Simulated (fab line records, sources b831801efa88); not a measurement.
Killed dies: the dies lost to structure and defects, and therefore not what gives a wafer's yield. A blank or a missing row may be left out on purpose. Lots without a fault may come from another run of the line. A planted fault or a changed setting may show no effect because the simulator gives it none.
Struck lot and sound lot, side by side / flow sky130 / 16 out of 708 route steps
Sound: wafers L548.1, L548.2, L548.5. The struck wafers were L546.1, L546.2, L546.6. The cause is named last.
Each step with rows lists, per side, the tool, then ch with its chambers, then its first start. Under that, the readings that differ: sound wafers / struck wafers / difference of the means / sigmas: that difference in standard deviations of wafers without a fault.
alike: readings with means less than 2 such deviations apart, plus words and numbers identical on both sides. not compared: withheld readings, readings lacking a value on some wafer, bounds such as >300 that could conceal the same value, and numbers that have no deviation in the record and whose values overlap.
A row with sigmas, a row that says differs or no value, or rows on one side alone: a step with any of these is where the two part. Non-overlapping numbers with no deviation appear without sigmas and do not part them. A reading missing from all wafers of one side parts the sides only when that side holds two or more wafers.

SKY_METAL5_SPUTTER_03: material Ti, target thk 5 nm, time 3.3 s.
  sound on pvd_sputter-04, day 47 04:32; struck on pvd_sputter-01, day 46 20:53
  alike: throttle_valve_pct
SKY_METAL5_SPUTTER_04: material TiN, target thk 70 nm, time 58.3 s.
  sound on pvd_sputter-04, day 47 04:34; struck on pvd_sputter-01, day 46 20:55
  alike: throttle_valve_pct
SKY_METAL5_RS_MEAS_05: uses a four-point probe to measure.
  sound on film_metro-02, day 47 04:37; struck on film_metro-02, day 46 20:58
  alike: METAL5_ALCU_RS
SKY_METAL5_THK_MEAS_06: measures by xrf.
  sound on film_metro-02, day 47 04:44; struck on film_metro-02, day 46 21:05
  alike: METAL5_ALCU_THK
then, 7 steps without rows for these wafers: SKY_METAL5_DEHYDRATE_07 (time 60 s); SKY_METAL5_HMDS_08 (prime time 60 s); SKY_METAL5_COAT_09 (resist thk 1800 nm); SKY_METAL5_SOFTBAKE_10 (time 60 s); SKY_METAL5_EXPOSE_11 (exposes mask MM5, target cd 1600 nm); SKY_METAL5_PEB_12; SKY_METAL5_DEVELOP_13 (develop time 60 s).
SKY_METAL5_DESCUM_14: chemistry O2, time 11 s.
  sound on rie_metal-04 ch 0,1, day 47 23:31; struck on rie_metal-04 ch 0,1, day 47 16:04
  alike: drypump_motor_current_A, oes_product_au
  not compared: rf_hours_counter_h
SKY_METAL5_METAL_ETCH_15: etches the open film in Cl2/BCl3, stops on SiO2, target depth 1260 nm, time 252 s.
  sound on rie_metal-04 ch 0,1, day 47 23:32; struck on rie_metal-04 ch 0,1, day 47 16:05
  no value came back on the struck wafers for any of 6 readings (bcl3_flow_sccm (sccm), bias_w (W) and others); on the sound wafers bcl3_flow_sccm (sccm) reads 29.96 30.14 29.99
reading=model.NOVOLAK_of_METAL5_COAT_09.thk_nm (nm); sound=1028 1026 1022; struck=1793 1792 1793; difference=+767; sigmas=
reading=model.SiO2_of_VIA4_HDPCVD_00.thk_nm (nm); sound=549 550.7 549.1; struck=574.3 575.7 575.5; difference=+25.6; sigmas=
  not compared: rf_hours_counter_h
SKY_METAL5_STRIP_16: strips in O2/N2.
  sound on plasma_asher-01 ch 0,1, day 47 23:47; struck on plasma_asher-01 ch 0,1, day 47 16:20
reading=strip_time_to_endpoint_s (s); sound=12.99 12.98 12.93; struck=21.55 21.55 21.56; difference=+8.59; sigmas=+72
  alike: drypump_motor_current_A, n2_flow_sccm, oes_product_au
  not compared: rf_hours_counter_h
then, 1 step without rows for these wafers: SKY_METAL5_STRIP_17 (strips in post etch residue remover, time 1200 s).
SKY_PAD_OPEN_PROBE_99:
  sound on prober-01, day 49 12:11; struck on prober-01, day 49 07:36
reading=defect_limited_yield (%); sound=82.9 83.5 79.7; struck=0 0 0; difference=-82; sigmas=-46
reading=killed_at_M4_up; sound=6 0 6; struck=397 407 386; difference=+393; sigmas=+99 or more
reading=killed_dies; sound=84 81 100; struck=492 492 492; difference=+404; sigmas=+44
reading=killed_on_rim; sound=13 19 29; struck=96 96 96; difference=+76; sigmas=+20
reading=sort_bin_5_function (%); sound=8.9 8.9 13.8; struck=91.7 91.5 93.1; difference=+81.6; sigmas=+51
reading=sort_n_pass; sound=408 411 392; struck=0 0 0; difference=-404; sigmas=-44
reading=sort_yield_pct (%); sound=82.9 83.5 79.7; struck=0 0 0; difference=-82; sigmas=-46
  alike: killed_at_M0_to_M3, killed_at_contacts, killed_at_front_end, killed_at_other, killed_open, killed_short, sort_bin_3_pad_short, sort_bin_6_memory

## WHERE THEY PART
At SKY_METAL5_METAL_ETCH_15 first; at SKY_PAD_OPEN_PROBE_99 last (within this record only).

WHY: what the simulator had put in
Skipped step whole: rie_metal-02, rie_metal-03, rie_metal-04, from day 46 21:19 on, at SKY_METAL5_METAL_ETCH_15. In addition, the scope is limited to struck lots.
